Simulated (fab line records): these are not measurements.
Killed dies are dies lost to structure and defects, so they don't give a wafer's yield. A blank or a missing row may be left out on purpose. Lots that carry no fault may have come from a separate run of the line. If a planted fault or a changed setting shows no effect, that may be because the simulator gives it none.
Which tool is to blame? :: flow sky130 :: 10 lots with 30 wafers sampled at 2 steps, on a route of 708 steps

== WHAT EACH GAUGE READ, for each wafer ==
SKY_LOCAL_INTERCONNECT_RS_MEAS_01: measurement is done with a four-point probe.
lot: L825
measured: day 29 16:48
on: filmMetro-01
LOCAL_INTERCONNECT_TIN_RS (ohm/sq): 13.97 14.12 13.93

lot: L827
measured: day 30 01:07
on: filmMetro-01
LOCAL_INTERCONNECT_TIN_RS (ohm/sq): 14.19 14.27 14.16

lot: L829
measured: day 31 10:19
on: filmMetro-04
LOCAL_INTERCONNECT_TIN_RS (ohm/sq): 14.08 13.94 13.96

lot: L834
measured: day 32 19:29
on: filmMetro-01
LOCAL_INTERCONNECT_TIN_RS (ohm/sq): 14.04 13.92 14.00

lot: L835
measured: day 33 07:38
on: filmMetro-04
LOCAL_INTERCONNECT_TIN_RS (ohm/sq): 14.19 14.66 14.21

lot: L836
measured: day 33 11:17
on: filmMetro-01
LOCAL_INTERCONNECT_TIN_RS (ohm/sq): 13.94 14.92 14.24

lot: L838
measured: day 34 02:49
on: filmMetro-04
LOCAL_INTERCONNECT_TIN_RS (ohm/sq): 14.14 14.11 14.12

lot: L840
measured: day 34 21:33
on: filmMetro-04
LOCAL_INTERCONNECT_TIN_RS (ohm/sq): 14.09 14.14 14.02

lot: L844
measured: day 35 16:11
on: filmMetro-04
LOCAL_INTERCONNECT_TIN_RS (ohm/sq): 13.92 13.94 13.85

lot: L846
measured: day 36 12:41
on: filmMetro-04
LOCAL_INTERCONNECT_TIN_RS (ohm/sq): 14.04 14.17 14.20

== WHICH TOOL RAN EACH LOT (tool, then ch and the chambers of the sampled wafers, then the start) ==
lot: L825
SKY_LOCAL_INTERCONNECT_SPUTTER_00: pvdSputter-01, day 29 16:44

lot: L827
SKY_LOCAL_INTERCONNECT_SPUTTER_00: pvdSputter-04, day 30 00:59

lot: L829
SKY_LOCAL_INTERCONNECT_SPUTTER_00: pvdSputter-04, day 31 10:14

lot: L834
SKY_LOCAL_INTERCONNECT_SPUTTER_00: pvdSputter-02, day 32 19:25

lot: L835
SKY_LOCAL_INTERCONNECT_SPUTTER_00: pvdSputter-04, day 33 07:32

lot: L836
SKY_LOCAL_INTERCONNECT_SPUTTER_00: pvdSputter-04, day 33 11:14

lot: L838
SKY_LOCAL_INTERCONNECT_SPUTTER_00: pvdSputter-01, day 34 02:44

lot: L840
SKY_LOCAL_INTERCONNECT_SPUTTER_00: pvdSputter-01, day 34 21:26

lot: L844
SKY_LOCAL_INTERCONNECT_SPUTTER_00: pvdSputter-01, day 35 16:05

lot: L846
SKY_LOCAL_INTERCONNECT_SPUTTER_00: pvdSputter-01, day 36 12:37
- SKY_LOCAL_INTERCONNECT_SPUTTER_00: material TiN, target thk 100 nm, time 83.3 s.

== THE ANSWER, worked out from the rows above alone ==
Rule: what is usual is taken from the lots themselves. Put in order of their means at a reading, lots are off if they are a third of the lots or fewer, leave a main group of 4 or more, and stand apart from it by a gap of 3 or more times the standard deviation of the main group's means; of several such gaps the widest counts. If all means in a main group match to the digits the tables above print for the reading, that group is not used. Also off: a lot with no number at a reading for which 4 or more lots have one. The other lots that the step has rows for count as sound.
Across all readings shown, no lot is off: no conclusion can be drawn from this.

== WHAT THE SIMULATOR HAD INSERTED ==
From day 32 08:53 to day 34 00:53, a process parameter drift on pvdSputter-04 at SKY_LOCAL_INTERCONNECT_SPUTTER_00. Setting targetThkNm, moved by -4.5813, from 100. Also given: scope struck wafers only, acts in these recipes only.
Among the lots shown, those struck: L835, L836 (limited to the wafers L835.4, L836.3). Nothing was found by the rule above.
